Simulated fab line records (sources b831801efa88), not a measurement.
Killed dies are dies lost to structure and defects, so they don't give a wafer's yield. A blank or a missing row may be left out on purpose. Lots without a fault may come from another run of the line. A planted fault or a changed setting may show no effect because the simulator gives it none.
Problem report in the 8D (eight disciplines) form, filled by code || flow gf180mcu || the parts of the form that need people (team, actions taken, sign-off) are left out

## 1. WHAT WENT WRONG
Mean of oesProductAu at GF_CONTACT_ETCH_17: 0.774 a.u. across 2 wafers in 2 lots; on wafers with no fault it is 0.814 a.u. (standard deviation 0.0047). That puts it -8.5 standard deviations away from the usual mean.
The step: etches SiO2 in C4F8/O2/Ar, stops on CoSi2, target depth 860 nm.
Seen first at day 19 08:00 on rieDiel-03, wafer L634.3. At this step, 39 wafers from 13 lots have a number in the record. Rule for "out" (also "out of limits"): further than 4 standard deviations from the usual mean. Any other wafer with a number is counted as sound.

## 2. WHAT IT IS AND WHAT IT IS NOT
{"question": "which readings at this step", "is": "oesProductAu", "is not": "-"}
{"question": "which lots", "is": "L634, L635", "is not": "L626, L627, L628, L629, L631, L632, L644, L646, L647, L648, L649"}
{"question": "which wafers of those lots", "is": "L634.3, L635.6", "is not": "L634.4, L634.5, L635.3, L635.4"}
{"question": "read on which tools", "is": "rieDiel-03", "is not": "rieDiel-01, rieDiel-04"}
{"question": "when", "is": "from day 19 08:00", "is not": "up to then (18 sound wafers); but 19 sound wafers of L634, L635, L644, L646, L647, L648, L649 came after"}

## 3. THE SUSPECTS, EACH WITH WHAT RULES IT OUT
Counting: any tool at a process step up to the reading remains a suspect provided it ran every lot that is out. Sound lots after the first of them don't rule it out here, since some wafers of a struck lot are sound.
- rieDiel-03 at GF_CONTACT_ETCH_17 (etches SiO2 in C4F8/O2/Ar, stops on CoSi2, target depth 860 nm): kept. Ran every lot that is out, first one L634 (day 19 08:00); last sound lot up to then L632 (day 18 16:00). On those wafers its own readings are out: oesProductAu.
- At GF_CONTACT_ETCH_17, inside rieDiel-03: chamber 0 took the wafers that are out, while their sound lot-mates went through chambers 2, 3.
After counting, what remains is rieDiel-03 at GF_CONTACT_ETCH_17.

## 4. THE CAUSE (what the simulator had put in)
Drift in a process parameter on rieDiel-03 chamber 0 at GF_CONTACT_ETCH_17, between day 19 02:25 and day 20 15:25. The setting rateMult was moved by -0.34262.
The count eliminated every tool but this one.

## 5. SEQUENCE OF EFFECTS, ordered by route
Rows list readings where the struck wafers' mean (over those with a number) sits beyond 3 standard deviations from the usual. Readings are gone through only where the record gives a usual standard deviation; hours: the median, over the lots, of the time from a lot's start at the first step in this table giving one to that lot's start at this step; sigmas: the change measured in usual standard deviations.
{"hours": 0, "step": "GF_CONTACT_ETCH_17", "reading": "oesProductAu", "usual": "0.814 a.u.", "on struck wafers": 0.774, "change": -0.040, "sigmas": -8.5}
{"hours": 1, "step": "GF_CONTACT_STRIP_18", "reading": "oesProductAu", "usual": "0.580 a.u.", "on struck wafers": 0.613, "change": "+0.033", "sigmas": "+6.5"}
{"hours": 297, "step": "GF_PASSIVATION_PROBE_99", "reading": "killedAtContacts", "usual": 6.2, "on struck wafers": 446.0, "change": "+439.8", "sigmas": "+99 or more"}
{"hours": 297, "step": "GF_PASSIVATION_PROBE_99", "reading": "killedDies", "usual": 48, "on struck wafers": 492, "change": "+444", "sigmas": "+63"}
{"hours": 297, "step": "GF_PASSIVATION_PROBE_99", "reading": "killedOnRim", "usual": 9.3, "on struck wafers": 96.0, "change": "+86.7", "sigmas": "+31"}
Process steps it contains:
- GF_CONTACT_ETCH_17: etches SiO2 in C4F8/O2/Ar, stops on CoSi2, target depth 860 nm.
- GF_CONTACT_STRIP_18: strips in O2/N2.
- GF_PASSIVATION_PROBE_99

## 6. HOW IT WOULD HAVE BEEN CAUGHT EARLIER
In this record no reading fell out of limits until day 19 08:00, 6 hours after the fault had begun at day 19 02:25.
